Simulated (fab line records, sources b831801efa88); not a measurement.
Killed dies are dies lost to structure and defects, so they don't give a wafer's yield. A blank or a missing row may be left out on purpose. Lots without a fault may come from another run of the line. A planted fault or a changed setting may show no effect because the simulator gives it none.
Which tool did it? | flow sfq_line | 14 lots, 42 wafers sampled, at 2 steps of a route of 325

WHAT THE GAUGES READ, wafer by wafer
SFQ_M3_RS_MEAS_919: measures by four-point-probe. Usual: M3_NB_RS 0.885 ohm/sq, standard deviation 0.011.
lot  | measured     | on            | M3_NB_RS (ohm/sq) | flag
L618 | day 35 07:26 | film_metro-04 | 0.872 0.859 0.867 |
L619 | day 37 23:32 | film_metro-04 | 0.867 0.892 0.880 |
L622 | day 39 05:11 | film_metro-04 | 0.890 0.889 0.884 |
L625 | day 40 02:29 | film_metro-03 | 0.887 0.886 0.892 |
L626 | day 40 04:53 | film_metro-04 | 0.879 0.879 0.893 |
L631 | day 41 08:28 | film_metro-01 | 0.882 0.909 0.894 |
L632 | day 42 15:09 | film_metro-01 | 0.893 0.890 0.884 |
L633 | day 42 17:46 | film_metro-04 | 0.903 0.902 0.896 |
L635 | day 43 06:21 | film_metro-04 | 0.892 0.893 0.887 |
L636 | day 43 18:56 | film_metro-01 | 0.883 0.878 0.886 |
L638 | day 49 17:27 | film_metro-03 | 0.875 0.871 0.877 |
L639 | day 49 22:14 | film_metro-03 | 0.892 0.880 0.881 |
L640 | day 50 09:53 | film_metro-03 | 0.872 0.866 0.870 |
L641 | day 50 15:52 | film_metro-01 | 0.885 0.890 0.891 |

WHICH TOOL RAN EACH LOT (tool, then ch and the chambers of the sampled wafers, then the start)
lot  | SFQ_TRILAYER_M2_STRIP_STRIP_061
L618 | rie_metal-01 ch 1, day 28 19:29
L619 | rie_metal-01 ch 0,1, day 31 08:18
L622 | rie_metal-01 ch 0,1, day 32 09:56
L625 | rie_metal-01 ch 0,1, day 32 23:43
L626 | rie_metal-03 ch 0,1, day 33 01:41
L631 | rie_metal-01 ch 1, day 40 13:20
L632 | rie_metal-03 ch 0,1, day 41 12:09
L633 | rie_metal-02 ch 0,1, day 41 22:04
L635 | rie_metal-03 ch 0,1, day 42 14:34
L636 | rie_metal-03 ch 1, day 43 01:41
L638 | rie_metal-01 ch 1, day 43 19:46
L639 | rie_metal-02 ch 0,1, day 44 05:29
L640 | rie_metal-03 ch 0,1, day 44 19:53
L641 | rie_metal-02 ch 0,1, day 44 23:41
- SFQ_TRILAYER_M2_STRIP_STRIP_061: strips in O2.

WHAT THE TOOLS THEMSELVES READ (means of the sampled wafers that have a number; where no wafer has one, the mark that the record gives instead)
SFQ_TRILAYER_M2_STRIP_STRIP_061. Usual: drypump_motor_current_A 5.90 A, standard deviation 0.29; oes_product_au 1.001 a.u., standard deviation 0.0068.
lot  | tool         | drypump_motor_current_A (A) | oes_product_au (a.u.) | flag
L618 | rie_metal-01 | 5.97                        | 1.008                 |
L619 | rie_metal-01 | 5.75                        | 0.999                 |
L622 | rie_metal-01 | 5.76                        | 1.003                 |
L625 | rie_metal-01 | 5.86                        | 1.009                 |
L626 | rie_metal-03 | 5.94                        | 1.000                 |
L631 | rie_metal-01 | 5.96                        | 1.007                 |
L632 | rie_metal-03 | 5.75                        | 0.996                 |
L633 | rie_metal-02 | 5.90                        | 1.002                 |
L635 | rie_metal-03 | 5.79                        | 1.008                 |
L636 | rie_metal-03 | 6.08                        | 1.004                 |
L638 | rie_metal-01 | 5.96                        | 1.007                 |
L639 | rie_metal-02 | 5.91                        | 0.998                 |
L640 | rie_metal-03 | 5.75                        | 1.007                 |
L641 | rie_metal-02 | 6.21                        | 1.005                 |

THE ANSWER, worked out from the rows above alone
Rule: a lot is off if the mean of its wafers that have a number lies more than 3 standard deviations from the usual mean. A lot without any number at a reading at which 4 lots or more have one is off too. The other lots that the step has rows for count as sound. The gauges are gone through in route order, then the tools' own readings, and for those a lot's mean is taken as printed above. The first step at which some lot is off is used, and at that step the reading that is off furthest; a lot without a number counts as furthest.
No lot is off at any reading shown: from this, nothing can be told.

WHAT THE SIMULATOR HAD PUT IN
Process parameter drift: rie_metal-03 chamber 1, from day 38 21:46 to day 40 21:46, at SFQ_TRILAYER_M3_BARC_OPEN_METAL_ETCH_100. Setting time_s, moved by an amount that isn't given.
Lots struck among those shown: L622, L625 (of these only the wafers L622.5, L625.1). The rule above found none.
